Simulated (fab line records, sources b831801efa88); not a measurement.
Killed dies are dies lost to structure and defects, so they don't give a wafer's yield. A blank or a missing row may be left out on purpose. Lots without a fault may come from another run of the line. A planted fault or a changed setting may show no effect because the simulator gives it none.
fab line records | flow sky130
record lots=7 wafers=21 last_day=50
route steps=708 shown VIA3@589 METAL4@598
lots that met no fault: from a run of the same line without faults
start_h: hours from the record's first day to the start of the lot's first wafer shown | wait_h: hours since the lot's step before | " the same as in the row above | L1.1+2: a row that stands for several wafers | - no value, or no start given | * or withheld: withheld | < > ~ a bound
route shown NAME@n: a module of which the file shows steps, and the number in the route of the first | usual: mean/standard deviation of fault-free wafers | same: alike in all rows | chamber/n: place in a boat | sites: the reading at each site | _std_site: their standard deviation | _edge_site: outer sites' mean less inner sites' | radius_mm: how far each site lies from the wafer's centre | mask NAME#n: copy n | behind: the tool/chamber that last shaped the wafer | hold: why the lot was held/for how many hours/how that ended | device: the transistor (n, p or np) that didn't switch | end of line: the same wafers' tests at the end of the route | a step without rows: its recipe alone | killed: dies lost to structure and defects at the first sort, not the wafer's yield | map: a wafer's dies, x killed, . not, _ none there
set.NAME: the setting as run; set.NAME@STEP: as run at that earlier step | model.NAME: the simulator's own value behind a step, which no gauge read
lots at some steps of the route; a table a step, a row a wafer
services: from which hour (start_h, from the record's first day; less than 0 if before it) a tool's chamber was out of use, for how many hours, and why
## steps
# step SKY_VIA3_STRIP_16
# recipe chemistry=O2/N2 power_w=1400 pressure_mtorr=1500 platen_temp_c=withheld o2_flow_sccm=3000 n2_flow_sccm=300 overash_fraction=0.5
# usual drypump_motor_current_A=5.32/0.15 oes_product_au=0.402/0.0055 strip_time_to_endpoint_s=4.13/0.039
# columns lot.wafer tool chamber start_h wait_h drypump_motor_current_A oes_product_au rf_hours_counter_h strip_time_to_endpoint_s
L725.2 plasma_asher-04 1 981.24 0.0 5.14 0.393 109 4.12
L725.5 " 0 " " 5.22 0.397 - 4.08
L725.6 " 1 " " 5.15 0.405 - 4.10
L727.3 plasma_asher-04 1 999.72 0.1 5.14 0.407 - 4.06
L727.4 " 0 " " 5.28 0.392 - 4.13
L727.6 " 0 " " 5.24 0.405 - 4.12
L736.2 plasma_asher-02 0 1060.14 0.0 5.70 0.405 33 4.13
L736.3 " 1 " " 5.38 0.408 - 4.14
L736.5 " 0 " " 5.70 0.407 - 4.12
L737.1 plasma_asher-01 0 1061.42 0.0 5.23 0.400 62 4.09
L737.3 " 1 " " 5.32 0.399 - 4.10
L737.6 " 1 " " 5.33 0.400 - 4.07
L739.1 plasma_asher-04 0 1073.39 0.0 5.22 0.405 1 4.13
L739.3 " 0 " " 5.21 0.402 - 4.10
L739.6 " 0 " " 5.20 0.407 - 4.12
L740.1 plasma_asher-01 0 1077.94 0.0 5.24 0.401 63 4.12
L740.2 " 1 " " 5.33 0.391 63 4.16
L740.6 " 1 " " 5.33 0.402 - 4.16
L741.2 plasma_asher-02 1 1079.42 0.0 5.37 0.399 35 4.11
L741.3 " 0 " " 5.72 0.406 - 4.15
L741.5 " 1 " " 5.37 0.396 - 4.12
# step SKY_VIA3_STRIP_17
# recipe chemistry=post_etch_residue_remover time_s=1200 temp_c=72.5
# step SKY_VIA3_CLEAN_18
# recipe chemistry=IPA time_s=180 temp_c=25
# step SKY_VIA3_CLEAN_19
# recipe chemistry=O3/DIW dry=n2_spin
# step SKY_VIA3_SPUTTER_20
# recipe material=TiN target_thk_nm=20 chamber_pressure_pa=5 power_w=4000 time_s=80
# usual cathode_dc_power_W=4000.0/0.69 chamber_pressure_pa=5.000/0.0099 throttle_valve_pct=29.9/0.99
# columns lot.wafer tool chamber start_h wait_h cathode_dc_power_W chamber_pressure_pa throttle_valve_pct
L725.2 pvd_sputter-02 - 981.83 0.0 3999.0 4.998 29.6
L725.5 " - " " 3999.9 5.001 29.0
L725.6 " - " " 3999.6 5.008 31.1
L727.3 pvd_sputter-01 - 1000.28 0.0 3999.8 5.002 31.3
L727.4 " - " " 4001.6 4.986 31.4
L727.6 " - " " 3999.9 5.010 31.2
L736.2 pvd_sputter-04 - 1060.77 0.0 3999.2 4.989 29.8
L736.3 " - " " 4000.3 5.003 29.0
L736.5 " - " " 3999.1 4.998 29.4
L737.1 pvd_sputter-04 - 1062.02 0.0 4000.0 4.997 29.2
L737.3 " - " " 4001.0 4.990 29.3
L737.6 " - " " 4000.6 4.994 29.0
L739.1 pvd_sputter-01 - 1073.98 0.0 3999.6 4.998 31.5
L739.3 " - " " 3999.3 5.002 29.9
L739.6 " - " " 4000.1 4.990 30.0
L740.1 pvd_sputter-02 - 1078.53 0.0 4000.0 4.989 30.4
L740.2 " - " " 3999.3 5.003 31.0
L740.6 " - " " 3999.9 5.004 28.7
L741.2 pvd_sputter-02 - 1080.05 0.0 4000.2 5.002 28.8
L741.3 " - " " 4000.2 4.996 30.9
L741.5 " - " " 3999.7 4.980 31.0
# step SKY_VIA3_CVD_21
# recipe material=W target_thk_nm=390 time_s=117.31 temp_c=400 pressure_torr=40
# step SKY_VIA3_RS_MEAS_22
# recipe thk_meas_gauge=four-point-probe reads=W_of_VIA3_CVD_21+TiN_of_VIA3_SPUTTER_20
# usual VIA3_W_RS=0.295/0.0049
# columns lot.wafer tool chamber start_h wait_h VIA3_W_RS[ohm/sq]
L725.2 film_metro-03 - 982.03 0.1 0.292
L725.5 " - " " 0.289
L725.6 " - " " 0.300
L727.3 film_metro-01 - 1000.51 0.1 0.292
L727.4 " - " " 0.299
L727.6 " - " " 0.293
L736.2 film_metro-02 - 1060.97 0.1 0.294
L736.3 " - " " 0.295
L736.5 " - " " 0.296
L737.1 film_metro-01 - 1062.21 0.1 0.298
L737.3 " - " " 0.291
L737.6 " - " " 0.293
L739.1 film_metro-03 - 1074.17 0.1 0.296
L739.3 " - " " 0.299
L739.6 " - " " 0.297
L740.1 film_metro-03 - 1078.72 0.1 0.295
L740.2 " - " " 0.291
L740.6 " - " " 0.294
L741.2 film_metro-02 - 1080.26 0.1 0.295
L741.3 " - " " 0.301
L741.5 " - " " 0.299
# step SKY_VIA3_THK_MEAS_23
# recipe thk_meas_gauge=xrf reads=W_of_VIA3_CVD_21
# usual VIA3_W_THK=410/8
# columns lot.wafer tool chamber start_h wait_h VIA3_W_THK[nm]
L725.2 film_metro-03 - 982.14 0.1 416
L725.5 " - " " 422
L725.6 " - " " 405
L727.3 film_metro-01 - 1000.61 0.1 411
L727.4 " - " " 400
L727.6 " - " " 410
L736.2 film_metro-02 - 1061.08 0.1 419
L736.3 " - " " 416
L736.5 " - " " 414
L737.1 film_metro-01 - 1062.33 0.1 404
L737.3 " - " " 415
L737.6 " - " " 410
L739.1 film_metro-03 - 1074.29 0.1 410
L739.3 " - " " 406
L739.6 " - " " 405
L740.1 film_metro-03 - 1078.84 0.1 412
L740.2 " - " " 417
L740.6 " - " " 413
L741.2 film_metro-02 - 1080.37 0.1 406
L741.3 " - " " 396
L741.5 " - " " 401
# step SKY_VIA3_CMP_24
# recipe stop_on=SiO2 t_overpolish_s=20 down_force_psi=3.5 platen_rpm=60 target_thk_nm=0 pad_velocity_m_s=0.94248
# usual motor_current_A=10.9/0.78 overpolish_run_s=19.999/0.0098 time_to_endpoint_s=93/4.5
# columns lot.wafer tool chamber start_h wait_h motor_current_A overpolish_run_s time_to_endpoint_s
L725.2 cmp-02 1 982.24 0.1 10.7 19.992 92
L725.6 " 0 " " 12.3 20.000 101
L725.5 " 1 " " 10.2 19.996 94
L727.3 cmp-02 3 1000.75 0.1 10.2 19.993 92
L727.4 " 0 " " 11.8 20.005 94
L727.6 " 1 " " 10.1 19.995 93
L736.3 cmp-01 0 1061.13 0.0 12.0 19.999 98
L736.2 " 1 " " 11.8 20.001 86
L736.5 " 0 " " 11.6 19.999 97
L737.1 cmp-02 3 1062.39 0.1 10.0 19.984 90
L737.3 " 1 " " 10.0 19.996 88
L737.6 " 3 " " 9.7 20.001 92
L739.3 cmp-02 3 1074.35 0.0 10.1 20.008 88
L739.1 " 0 " " 12.6 20.012 94
L739.6 " 0 " " 12.0 19.983 97
L740.2 cmp-01 3 1078.90 0.0 10.4 19.991 99
L740.1 " 0 " " 11.5 19.995 94
L740.6 " 3 " " 11.1 20.001 99
L741.3 cmp-02 2 1080.47 0.1 10.7 20.008 91
L741.2 " 3 " " 9.7 20.006 91
L741.5 " 1 " " 9.8 19.992 88
# step SKY_METAL4_SPUTTER_00
# recipe material=Ti target_thk_nm=15 power_w=3000 time_s=10 chamber_pressure_pa=0.4
# step SKY_METAL4_SPUTTER_01
# recipe material=TiN target_thk_nm=20 power_w=6500 time_s=16.7 chamber_pressure_pa=0.4
# step SKY_METAL4_SPUTTER_02
# recipe material=AlCu target_thk_nm=735 power_w=10600 time_s=39.1 chamber_pressure_pa=0.4
# usual cathode_dc_power_W=10600/1.9 chamber_pressure_pa=0.4000/0.00079 throttle_valve_pct=29.8/0.71
# columns lot.wafer tool chamber start_h wait_h cathode_dc_power_W chamber_pressure_pa throttle_valve_pct
L725.2 pvd_sputter-02 - 982.54 0.0 10600 0.4002 30.3
L725.5 " - " " 10600 0.4014 29.5
L725.6 " - " " 10600 0.4014 28.8
L727.3 pvd_sputter-04 - 1001.00 0.0 10602 0.4013 29.2
L727.4 " - " " 10598 0.3993 29.6
L727.6 " - " " 10599 0.3996 29.5
L736.2 pvd_sputter-02 - 1061.48 0.0 10598 0.3995 31.3
L736.3 " - " " 10598 0.3997 29.6
L736.5 " - " " 10598 0.4009 29.6
L737.1 pvd_sputter-02 - 1062.73 0.0 10602 0.4006 30.2
L737.3 " - " " 10598 0.3998 29.7
L737.6 " - " " 10600 0.4003 31.6
L739.1 pvd_sputter-02 - 1074.70 0.0 10601 0.3999 28.8
L739.3 " - " " 10597 0.3987 31.2
L739.6 " - " " 10599 0.3998 30.6
L740.1 pvd_sputter-02 - 1079.25 0.0 10600 0.3993 28.8
L740.2 " - " " 10601 0.4003 31.3
L740.6 " - " " 10601 0.3997 29.6
L741.2 pvd_sputter-02 - 1080.76 0.0 10602 0.3984 31.2
L741.3 " - " " 10598 0.4004 29.6
L741.5 " - " " 10603 0.3978 30.9
# step SKY_METAL4_SPUTTER_03
# recipe material=Ti target_thk_nm=5 power_w=3000 time_s=3.3 chamber_pressure_pa=0.4
# usual cathode_dc_power_W=3000.0/0.54 chamber_pressure_pa=0.4000/0.00072 throttle_valve_pct=29.8/0.69
# columns lot.wafer tool chamber start_h wait_h cathode_dc_power_W chamber_pressure_pa throttle_valve_pct
L725.2 pvd_sputter-02 - 982.58 0.0 2999.7 0.4000 30.4
L725.5 " - " " 2999.7 0.3995 29.8
L725.6 " - " " 3000.2 0.3990 28.8
L727.3 pvd_sputter-04 - 1001.04 0.0 2999.7 0.3994 29.3
L727.4 " - " " 2999.8 0.4010 29.6
L727.6 " - " " 3000.1 0.4001 29.1
L736.2 pvd_sputter-02 - 1061.52 0.0 - - -
L736.3 " - " " - - -
L736.5 " - " " - - -
L737.1 pvd_sputter-02 - 1062.77 0.0 - - -
L737.3 " - " " - - -
L737.6 " - " " - - -
L739.1 pvd_sputter-02 - 1074.73 0.0 - - -
L739.3 " - " " - - -
L739.6 " - " " - - -
L740.1 pvd_sputter-02 - 1079.28 0.0 2999.8 0.3988 28.7
L740.2 " - " " 2999.7 0.3994 31.1
L740.6 " - " " 2999.4 0.3995 29.5
L741.2 pvd_sputter-02 - 1080.80 0.0 3000.3 0.3995 30.8
L741.3 " - " " 2998.9 0.3997 29.5
L741.5 " - " " 3000.1 0.4002 31.0
# step SKY_METAL4_SPUTTER_04
# recipe material=TiN target_thk_nm=70 power_w=6500 time_s=58.3 chamber_pressure_pa=0.4
# usual cathode_dc_power_W=6500.0/1.2 chamber_pressure_pa=0.4000/0.00077 throttle_valve_pct=29.7/0.69
# columns lot.wafer tool chamber start_h wait_h cathode_dc_power_W chamber_pressure_pa throttle_valve_pct
L725.2 pvd_sputter-02 - 982.60 0.0 6500.5 0.4010 30.4
L725.5 " - " " 6501.0 0.4012 29.6
L725.6 " - " " 6500.2 0.4000 28.7
L727.3 pvd_sputter-04 - 1001.05 0.0 6498.2 0.3999 29.1
L727.4 " - " " 6500.1 0.4006 29.4
L727.6 " - " " 6499.6 0.4001 29.3
L736.2 pvd_sputter-02 - 1061.54 0.0 6499.8 0.3991 31.1
L736.3 " - " " 6499.3 0.3997 29.6
L736.5 " - " " 6497.5 0.4001 29.7
L737.1 pvd_sputter-02 - 1062.79 0.0 6500.2 0.4001 30.4
L737.3 " - " " 6502.1 0.3989 29.6
L737.6 " - " " 6498.4 0.4001 31.1
L739.1 pvd_sputter-02 - 1074.75 0.0 6500.3 0.3984 29.0
L739.3 " - " " 6500.3 0.3986 31.2
L739.6 " - " " 6499.3 0.4007 30.5
L740.1 pvd_sputter-02 - 1079.30 0.0 6498.4 0.4013 28.8
L740.2 " - " " 6502.1 0.4005 31.0
L740.6 " - " " 6500.3 0.3990 29.6
L741.2 pvd_sputter-02 - 1080.82 0.0 6500.7 0.3999 31.1
L741.3 " - " " 6501.1 0.4002 29.5
L741.5 " - " " 6499.0 0.3999 31.0
## services
# columns tool chamber start_h hours kind
plasma_asher-01 - 961.05 5.9 repair
cmp-02 - 971.95 1.8 repair
plasma_asher-01 - 975.02 0.5 repair
cmp-01 - 994.94 0.4 repair
plasma_asher-02 - 996.57 1.5 repair
cmp-02 - 1017.79 4.6 pm
cmp-01 - 1042.69 2.0 repair
cmp-01 - 1050.80 2.9 repair
plasma_asher-04 - 1055.25 9.0 pm
plasma_asher-04 0 1055.25 9.0 vent_cycle
plasma_asher-04 1 1055.25 9.0 vent_cycle
plasma_asher-04 0 1064.25 - clean
plasma_asher-04 1 1064.25 - clean
plasma_asher-01 - 1064.93 1.2 repair
cmp-01 - 1066.33 4.2 pm
## key
first_sign step=SKY_METAL4_SPUTTER_03 reading=tool_record direction=missing
effect none on later readings
met_at SKY_METAL4_SPUTTER_03
struck_wafers L736.2,L736.3,L736.5,L737.1,L737.3,L737.6,L739.1,L739.3,L739.6
later_rows_left_out L736.2,L736.3,L736.5,L737.1,L737.3,L737.6,L739.1,L739.3,L739.6
sort_left_out L736.2,L736.3,L736.5,L737.1,L737.3,L737.6,L739.1,L739.3,L739.6
onset_between 982.58 1061.52
fault kind=skipped_step_whole tool=pvd_sputter-02 chamber=- onset_h=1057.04 steps=SKY_METAL4_SPUTTER_03 scope=struck_lots_only
# sort_left_out: the simulated sort isn't trusted on such a fault, so these wafers' sort isn't shown, and their yield isn't known
# later_rows_left_out: the simulator's readings of these wafers behind a module that went badly wrong aren't trusted and aren't shown, but for the sort
